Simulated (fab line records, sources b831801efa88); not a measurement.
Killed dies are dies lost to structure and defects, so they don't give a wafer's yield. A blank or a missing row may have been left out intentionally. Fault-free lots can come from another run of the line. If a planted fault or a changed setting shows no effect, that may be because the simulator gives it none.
8D (eight disciplines) problem report, filled in by code :: flow sky130 :: the parts of the form that need people (team, actions taken, sign-off) are left out

## 1. PROBLEM STATEMENT
At SKY_FIELD_ISO_ETCH_17, oes-product-au averages 0.827 a.u. over 6 wafers from 2 lots, while fault-free wafers read 1.006 a.u., standard deviation 0.0071. Relative to the usual mean, that is a shift of -25 standard deviations.
The step: etches Si in HBr/Cl2/O2, target depth 342 nm, time 97.7 s.
First observed at day 5 22:00: wafer L987.2, on rie-si-02. At this step, 39 wafers from 13 lots have a number in the record. Rule for "out", or "out of limits": more than 4 standard deviations from the usual mean. Any other wafer with a number is counted as sound.

## 2. WHAT IT IS, WHAT IT ISN'T
question: which readings at this step
is: oes-product-au, throttle-valve-pct
is not: drypump-motor-current-A, he-backside-leak-sccm

question: which lots
is: L987, L989
is not: L970, L971, L972, L973, L975, L976, L977, L979, L980, L988, L992

question: which wafers of those lots
is: all that have a number
is not: -

question: read on which tools
is: rie-si-02
is not: rie-si-01

question: when
is: from day 5 22:00
is not: up to then (27 sound wafers); but 6 sound wafers of L988, L992 came after

## 3. SUSPECTS, AND WHAT RULES EACH OUT
Counting: a tool at a process step up to the reading stays a suspect if it ran every lot that is out and no sound lot after the first of them.
- rie-si-02 at SKY_FIELD_ISO_ETCH_17 (etches Si in HBr/Cl2/O2, target depth 342 nm, time 97.7 s): kept. It ran every lot that is out, first L987 (day 5 22:00), and no sound lot after that; its last sound lot up to then is L977 (day 3 17:49). Its own oes-product-au, throttle-valve-pct readings are out on those wafers.
Remaining after the count: rie-si-02 at SKY_FIELD_ISO_ETCH_17.

## 4. THE CAUSE (what the simulator had put in)
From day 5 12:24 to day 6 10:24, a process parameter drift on rie-si-02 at SKY_FIELD_ISO_ETCH_17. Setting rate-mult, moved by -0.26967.
The count eliminated every tool but this one.

## 5. THE EFFECT CHAIN, in route order
Each row: a reading where the mean over the struck wafers with a number is more than 3 standard deviations away from the usual. Scope: only readings with a usual standard deviation given in the record; hours: median across lots of the time from each lot's start at the first step in this table that gives one to its start at this step; sigmas: change in usual standard deviations.
hours: 0
step: SKY_FIELD_ISO_ETCH_17
reading: oes-product-au
usual: 1.006 a.u.
on struck wafers: 0.827
change: -0.179
sigmas: -25

hours: 0
step: SKY_FIELD_ISO_ETCH_17
reading: throttle-valve-pct
usual: 25.653 %
on struck wafers: 25.778
change: +0.125
sigmas: +14
Here are the process steps it includes:
- SKY_FIELD_ISO_ETCH_17: etches Si in HBr/Cl2/O2, target depth 342 nm, time 97.7 s.

## 6. WHAT WOULD HAVE CAUGHT IT SOONER
In this record the first reading out of limits was taken at day 5 22:00, 10 hours after the fault began at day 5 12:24.
